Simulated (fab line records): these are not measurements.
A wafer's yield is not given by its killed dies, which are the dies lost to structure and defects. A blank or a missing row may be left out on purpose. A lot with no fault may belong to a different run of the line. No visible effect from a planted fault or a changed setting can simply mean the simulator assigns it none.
Which tool is to blame? | flow sky130 | 72 wafers from 24 lots sampled at 6 of the route's 708 steps

== WHAT EACH GAUGE READ, for each wafer ==
SKY_VT_ADJUST_HVTR_OVL_MEAS_08.
lot  | measured     | on         | VT_ADJUST_HVTR_OVL (nm)
L074 | day 9 10:47  | overlay-02 | -0.5 -1.3 -2.6
L075 | day 9 19:28  | overlay-02 | -3.2 -0.9 -1.2
L076 | day 10 04:35 | overlay-02 | -2.3 -1.4 -2.5
L077 | day 10 09:07 | overlay-02 | -1.2 -0.4 -1.5
L078 | day 10 13:24 | overlay-02 | -2.3 -3.0 -2.4
L079 | day 11 00:05 | overlay-02 | 0.7 -2.3 -1.2
L080 | day 11 03:05 | overlay-02 | -2.2 -2.9 -0.6
L081 | day 11 15:10 | overlay-01 | 1.4 0.2 0.5
L082 | day 11 22:52 | overlay-02 | -1.1 -0.9 0.8
L083 | day 12 02:04 | overlay-02 | -0.4 0.3 0.5
L084 | day 12 04:22 | overlay-02 | -1.0 -1.0 -1.5
L085 | day 12 18:40 | overlay-02 | -0.6 -2.3 -0.6
L086 | day 12 22:33 | overlay-02 | -2.2 -1.1 -0.5
L087 | day 13 09:28 | overlay-01 | 1.1 -0.8 0.4
L088 | day 13 17:34 | overlay-01 | 0.1 -1.0 0.0
L089 | day 13 23:22 | overlay-02 | -1.3 -1.6 -2.7
L090 | day 14 14:22 | overlay-01 | 1.5 0.2 0.3
L091 | day 14 21:46 | overlay-02 | -0.8 -1.6 0.6
L092 | day 15 07:45 | overlay-02 | 0.3 -0.3 -2.1
L093 | day 15 08:04 | overlay-01 | 0.0 -3.2 -0.7
L094 | day 15 09:01 | overlay-02 | -0.9 1.6 -0.3
L095 | day 16 13:55 | overlay-02 | -3.0 -1.8 -2.9
L097 | day 16 18:03 | overlay-02 | 0.2 -1.4 -0.4
L096 | day 16 23:05 | overlay-01 | -2.9 -3.0 -3.0

SKY_VIA3_OVL_MEAS_13.
lot  | measured     | on         | VIA3_OVL (nm)
L074 | day 39 21:17 | overlay-02 | 4 5 5
L075 | day 39 23:19 | overlay-01 | -11 -14 -12
L076 | day 40 02:53 | overlay-01 | -4 -9 -4
L077 | day 40 11:10 | overlay-02 | 1 5 0
L078 | day 40 16:58 | overlay-01 | -5 -10 -8
L079 | day 40 22:11 | overlay-02 | -2 -8 5
L080 | day 41 03:03 | overlay-01 | -1 0 6
L081 | day 41 08:04 | overlay-01 | -6 -1 -6
L082 | day 41 21:35 | overlay-01 | -4 1 -2
L083 | day 42 01:59 | overlay-01 | 8 0 12
L084 | day 42 04:04 | overlay-02 | -3 -2 -6
L085 | day 42 14:34 | overlay-01 | 10 2 2
L086 | day 43 02:17 | overlay-01 | 8 4 12
L087 | day 43 04:41 | overlay-02 | -6 -7 -1
L088 | day 43 21:07 | overlay-02 | -7 -16 -13
L089 | day 44 00:13 | overlay-02 | 0 0 5
L090 | day 44 10:32 | overlay-02 | 5 4 4
L091 | day 44 20:23 | overlay-01 | -1 1 2
L092 | day 44 23:23 | overlay-01 | -4 4 3
L093 | day 44 22:38 | overlay-01 | 2 3 7
L094 | day 45 03:07 | overlay-02 | -15 -10 -12
L095 | day 46 01:20 | overlay-02 | 4 2 -10
L097 | day 46 02:56 | overlay-01 | 7 4 3
L096 | day 46 06:56 | overlay-01 | 1 0 0

== WHICH TOOL RAN EACH LOT (tool, then ch and the chambers of the sampled wafers, then the start) ==
lot  | SKY_LDD_HVN_STRIP_09                 | SKY_VIA1_ETCH_14                   | SKY_METAL2_METAL_ETCH_19          | SKY_CAPM_CVD_00
L074 | plasma_asher-03 ch 0,1, day 20 16:27 | rie_diel-04 ch 2,3, day 34 06:29   | rie_metal-01 ch 0,1, day 35 10:11 | pecvd-03 ch 0,1,2, day 36 15:14
L075 | plasma_asher-02 ch 0,1, day 20 17:42 | rie_diel-02 ch 1,2, day 34 09:47   | rie_metal-04 ch 1, day 35 13:50   | pecvd-01 ch 0,1,2, day 36 17:40
L076 | plasma_asher-02 ch 0,1, day 21 05:52 | rie_diel-02 ch 0,2,3, day 34 11:26 | rie_metal-03 ch 0,1, day 35 15:26 | pecvd-03 ch 0,2, day 36 20:11
L077 | plasma_asher-04 ch 0,1, day 21 07:12 | rie_diel-04 ch 1,2,3, day 35 00:55 | rie_metal-03 ch 0,1, day 36 03:47 | pecvd-02 ch 0,1,2, day 37 07:14
L078 | plasma_asher-04 ch 0,1, day 21 12:01 | rie_diel-02 ch 0,1,2, day 35 02:56 | rie_metal-01 ch 0,1, day 36 06:36 | pecvd-03 ch 0,1,2, day 37 10:56
L079 | plasma_asher-04 ch 0,1, day 22 05:20 | rie_diel-04 ch 0,1,3, day 35 08:46 | rie_metal-04 ch 0, day 36 12:49   | pecvd-01 ch 1,2, day 37 16:38
L080 | plasma_asher-04 ch 0,1, day 22 11:15 | rie_diel-04 ch 1,2,3, day 35 14:35 | rie_metal-01 ch 0,1, day 36 18:24 | pecvd-03 ch 1,2, day 37 22:43
L081 | plasma_asher-03 ch 0,1, day 22 23:11 | rie_diel-03 ch 0,3, day 35 21:26   | rie_metal-04 ch 0, day 37 00:59   | pecvd-02 ch 0,1, day 38 04:42
L082 | plasma_asher-03 ch 0,1, day 23 11:06 | rie_diel-04 ch 1,3, day 36 11:05   | rie_metal-04 ch 0,1, day 37 14:40 | pecvd-01 ch 0,1, day 38 18:06
L083 | plasma_asher-03 ch 0,1, day 23 14:02 | rie_diel-02 ch 0,1, day 36 14:47   | rie_metal-01 ch 0,1, day 37 18:21 | pecvd-03 ch 0,1, day 38 22:25
L084 | plasma_asher-02 ch 0,1, day 23 17:07 | rie_diel-04 ch 0,1,2, day 36 16:41 | rie_metal-04 ch 0,1, day 37 20:35 | pecvd-02 ch 0,2, day 39 00:37
L085 | plasma_asher-02 ch 0,1, day 24 02:41 | rie_diel-02 ch 1,2,3, day 37 07:37 | rie_metal-04 ch 0,1, day 38 10:10 | pecvd-01 ch 0,2, day 39 14:00
L086 | plasma_asher-03 ch 0,1, day 24 08:37 | rie_diel-02 ch 0,1, day 37 12:22   | rie_metal-01 ch 0,1, day 38 15:23 | pecvd-01 ch 0,1,2, day 39 19:00
L087 | plasma_asher-03 ch 0,1, day 25 00:26 | rie_diel-04 ch 0,3, day 37 19:53   | rie_metal-03 ch 0,1, day 38 22:36 | pecvd-01 ch 0,2, day 40 02:02
L088 | plasma_asher-02 ch 0,1, day 25 14:08 | rie_diel-02 ch 1,2,3, day 38 13:46 | rie_metal-01 ch 1, day 39 16:13   | pecvd-03 ch 0,1,2, day 40 20:18
L089 | plasma_asher-04 ch 0,1, day 25 19:50 | rie_diel-02 ch 0,1,2, day 38 18:35 | rie_metal-01 ch 1, day 39 20:44   | pecvd-02 ch 1,2, day 40 23:37
L090 | plasma_asher-04 ch 0,1, day 26 19:09 | rie_diel-02 ch 0,1,2, day 39 07:11 | rie_metal-03 ch 0,1, day 40 09:14 | pecvd-02 ch 0,1,2, day 41 11:48
L091 | plasma_asher-02 ch 0,1, day 26 22:19 | rie_diel-03 ch 0,2,3, day 39 14:44 | rie_metal-03 ch 0,1, day 40 17:37 | pecvd-03 ch 0,1,2, day 41 21:30
L092 | plasma_asher-03 ch 0,1, day 27 03:05 | rie_diel-02 ch 0,1,3, day 39 19:17 | rie_metal-03 ch 0,1, day 40 21:07 | pecvd-01 ch 0,2, day 42 00:25
L093 | plasma_asher-03 ch 1, day 27 02:36   | rie_diel-03 ch 0,2,3, day 39 18:40 | rie_metal-01 ch 0,1, day 40 20:46 | pecvd-03 ch 0,1,2, day 41 23:29
L094 | plasma_asher-04 ch 0,1, day 27 04:26 | rie_diel-03 ch 0,3, day 39 21:53   | rie_metal-01 ch 1, day 41 00:18   | pecvd-03 ch 0,1,2, day 42 03:58
L095 | plasma_asher-03 ch 0,1, day 28 14:02 | rie_diel-03 ch 0,1, day 41 00:50   | rie_metal-04 ch 0,1, day 42 02:22 | pecvd-01 ch 0,2, day 43 05:01
L097 | plasma_asher-02 ch 0,1, day 28 14:34 | rie_diel-02 ch 1,2, day 41 01:23   | rie_metal-01 ch 0,1, day 42 02:51 | pecvd-03 ch 0,2, day 43 05:47
L096 | plasma_asher-02 ch 0,1, day 29 03:12 | rie_diel-02 ch 0,1,2, day 41 08:20 | rie_metal-03 ch 0,1, day 42 09:51 | pecvd-03 ch 0,2, day 43 11:22
- SKY_LDD_HVN_STRIP_09: strips in O2/N2.
- SKY_VIA1_ETCH_14: etches BARC in N2/H2, stops on SiO2, time 45.9 s, target depth 60 nm.
- SKY_METAL2_METAL_ETCH_19: etches the open film in Cl2/BCl3, stops on SiO2, target depth 360 nm, time 78 s.
- SKY_CAPM_CVD_00: deposits SiO2, target thk 15.5 nm.

== WHAT THE TOOLS THEMSELVES READ (means of the sampled wafers that have a number; where no wafer has one, the mark that the record gives instead) ==
SKY_LDD_HVN_STRIP_09.
lot  | tool            | drypump_motor_current_A (A) | oes_product_au (a.u.) | strip_time_to_endpoint_s (s)
L074 | plasma_asher-03 | 6.2                         | 0.405                 | 4.144
L075 | plasma_asher-02 | 6.1                         | 0.407                 | 4.143
L076 | plasma_asher-02 | 5.7                         | 0.410                 | 4.130
L077 | plasma_asher-04 | 5.5                         | 0.407                 | 4.137
L078 | plasma_asher-04 | 5.8                         | 0.407                 | 4.150
L079 | plasma_asher-04 | 5.8                         | 0.407                 | 4.144
L080 | plasma_asher-04 | 5.5                         | 0.405                 | 4.155
L081 | plasma_asher-03 | 6.2                         | 0.406                 | 4.153
L082 | plasma_asher-03 | 5.8                         | 0.408                 | 4.143
L083 | plasma_asher-03 | 6.2                         | 0.410                 | 4.153
L084 | plasma_asher-02 | 5.8                         | 0.410                 | 4.124
L085 | plasma_asher-02 | 6.1                         | 0.411                 | 4.128
L086 | plasma_asher-03 | 5.8                         | 0.406                 | 4.143
L087 | plasma_asher-03 | 5.8                         | 0.410                 | 4.160
L088 | plasma_asher-02 | 6.1                         | 0.406                 | 4.148
L089 | plasma_asher-04 | 5.9                         | 0.404                 | 4.161
L090 | plasma_asher-04 | 5.5                         | 0.410                 | 4.147
L091 | plasma_asher-02 | 6.1                         | 0.412                 | 4.156
L092 | plasma_asher-03 | 6.2                         | 0.408                 | 4.123
L093 | plasma_asher-03 | 6.5                         | 0.407                 | 4.123
L094 | plasma_asher-04 | 5.4                         | 0.409                 | 4.134
L095 | plasma_asher-03 | 6.2                         | 0.407                 | 4.148
L097 | plasma_asher-02 | 6.1                         | 0.408                 | 4.121
L096 | plasma_asher-02 | 6.1                         | 0.410                 | 4.141

SKY_VIA1_ETCH_14.
lot  | tool        | drypump_motor_current_A (A) | oes_product_au (a.u.) | throttle_valve_pct (%)
L074 | rie_diel-04 | 5.7                         | 0.857                 | 13.228
L075 | rie_diel-02 | 5.9                         | 0.853                 | 13.225
L076 | rie_diel-02 | 6.3                         | 0.855                 | 13.224
L077 | rie_diel-04 | 5.9                         | 0.854                 | 13.220
L078 | rie_diel-02 | 6.0                         | 0.854                 | 13.225
L079 | rie_diel-04 | 6.0                         | 0.853                 | 13.228
L080 | rie_diel-04 | 5.9                         | 0.854                 | 13.231
L081 | rie_diel-03 | 5.8                         | 0.844                 | 13.229
L082 | rie_diel-04 | 5.9                         | 0.848                 | 13.229
L083 | rie_diel-02 | 6.0                         | 0.853                 | 13.219
L084 | rie_diel-04 | 6.2                         | 0.854                 | 13.218
L085 | rie_diel-02 | 6.1                         | 0.855                 | 13.224
L086 | rie_diel-02 | 5.9                         | 0.860                 | 13.227
L087 | rie_diel-04 | 5.8                         | 0.851                 | 13.219
L088 | rie_diel-02 | 6.1                         | 0.856                 | 13.234
L089 | rie_diel-02 | 5.9                         | 0.856                 | 13.228
L090 | rie_diel-02 | 6.0                         | 0.855                 | 13.230
L091 | rie_diel-03 | 5.6                         | 0.858                 | 13.229
L092 | rie_diel-02 | 6.2                         | 0.852                 | 13.227
L093 | rie_diel-03 | 5.5                         | 0.855                 | 13.226
L094 | rie_diel-03 | 5.8                         | 0.861                 | 13.218
L095 | rie_diel-03 | 5.6                         | 0.850                 | 13.221
L097 | rie_diel-02 | 6.0                         | 0.850                 | 13.221
L096 | rie_diel-02 | 6.0                         | 0.854                 | 13.230

SKY_METAL2_METAL_ETCH_19.
lot  | tool         | drypump_motor_current_A (A) | oes_product_au (a.u.) | throttle_valve_pct (%)
L074 | rie_metal-01 | 5.4                         | 0.850                 | 22.263
L075 | rie_metal-04 | 6.0                         | 0.840                 | 22.265
L076 | rie_metal-03 | 5.7                         | 0.863                 | 22.264
L077 | rie_metal-03 | 5.8                         | 0.867                 | 22.271
L078 | rie_metal-01 | 5.3                         | 0.844                 | 22.264
L079 | rie_metal-04 | 6.3                         | 0.841                 | 22.259
L080 | rie_metal-01 | 5.3                         | 0.861                 | 22.265
L081 | rie_metal-04 | 6.3                         | 0.867                 | 22.262
L082 | rie_metal-04 | 6.2                         | 0.845                 | 22.277
L083 | rie_metal-01 | 5.3                         | 0.847                 | 22.255
L084 | rie_metal-04 | 6.2                         | 0.843                 | 22.255
L085 | rie_metal-04 | 6.1                         | 0.848                 | 22.269
L086 | rie_metal-01 | 5.4                         | 0.852                 | 22.265
L087 | rie_metal-03 | 6.0                         | 0.846                 | 22.268
L088 | rie_metal-01 | 5.3                         | 0.846                 | 22.276
L089 | rie_metal-01 | 5.3                         | 0.847                 | 22.265
L090 | rie_metal-03 | 5.8                         | 0.848                 | 22.270
L091 | rie_metal-03 | 5.7                         | 0.866                 | 22.267
L092 | rie_metal-03 | 6.1                         | 0.842                 | 22.267
L093 | rie_metal-01 | 5.4                         | 0.850                 | 22.259
L094 | rie_metal-01 | 5.3                         | 0.847                 | 22.257
L095 | rie_metal-04 | 6.1                         | 0.860                 | 22.268
L097 | rie_metal-01 | 5.4                         | 0.858                 | 22.250
L096 | rie_metal-03 | 5.7                         | 0.839                 | 22.261

SKY_CAPM_CVD_00.
lot  | tool     | heater_power_outer_w (W) | heater_power_w (W)
L074 | pecvd-03 | 389                      | 688
L075 | pecvd-01 | 476                      | 779
L076 | pecvd-03 | 462                      | 827
L077 | pecvd-02 | 342                      | 622
L078 | pecvd-03 | 413                      | 718
L079 | pecvd-01 | 419                      | 732
L080 | pecvd-03 | 356                      | 601
L081 | pecvd-02 | 388                      | 693
L082 | pecvd-01 | 434                      | 719
L083 | pecvd-03 | 439                      | 757
L084 | pecvd-02 | 327                      | 582
L085 | pecvd-01 | 498                      | 815
L086 | pecvd-01 | 491                      | 797
L087 | pecvd-01 | 444                      | 750
L088 | pecvd-03 | 414                      | 730
L089 | pecvd-02 | 442                      | 733
L090 | pecvd-02 | 387                      | 688
L091 | pecvd-03 | 449                      | 765
L092 | pecvd-01 | 492                      | 777
L093 | pecvd-03 | 386                      | 690
L094 | pecvd-03 | 395                      | 690
L095 | pecvd-01 | 495                      | 807
L097 | pecvd-03 | 464                      | 785
L096 | pecvd-03 | 505                      | 862

== THE ANSWER, worked out from the rows above alone ==
Rule: the usual values come from the lots themselves. Put in order of their means at a reading, lots are off if they are a third of the lots or fewer, leave a main group of 4 or more, and stand apart from it by a gap of 3 or more times the standard deviation of the main group's means; of several such gaps the widest counts. If all means in a main group match to the digits the tables above print for the reading, that group is not used. A lot without any number at a reading at which 4 lots or more have one is off too. Where the step has rows for the other lots, those lots are counted as sound. After the gauges, taken in route order, come the tools' own readings; for these a lot's mean is taken, as printed above. The first step at which some lot is off is used, and at that step the reading that is off furthest; a lot without a number counts as furthest.
Nothing can be told from this: no lot is off at any reading shown.

== WHAT THE SIMULATOR PUT IN ==
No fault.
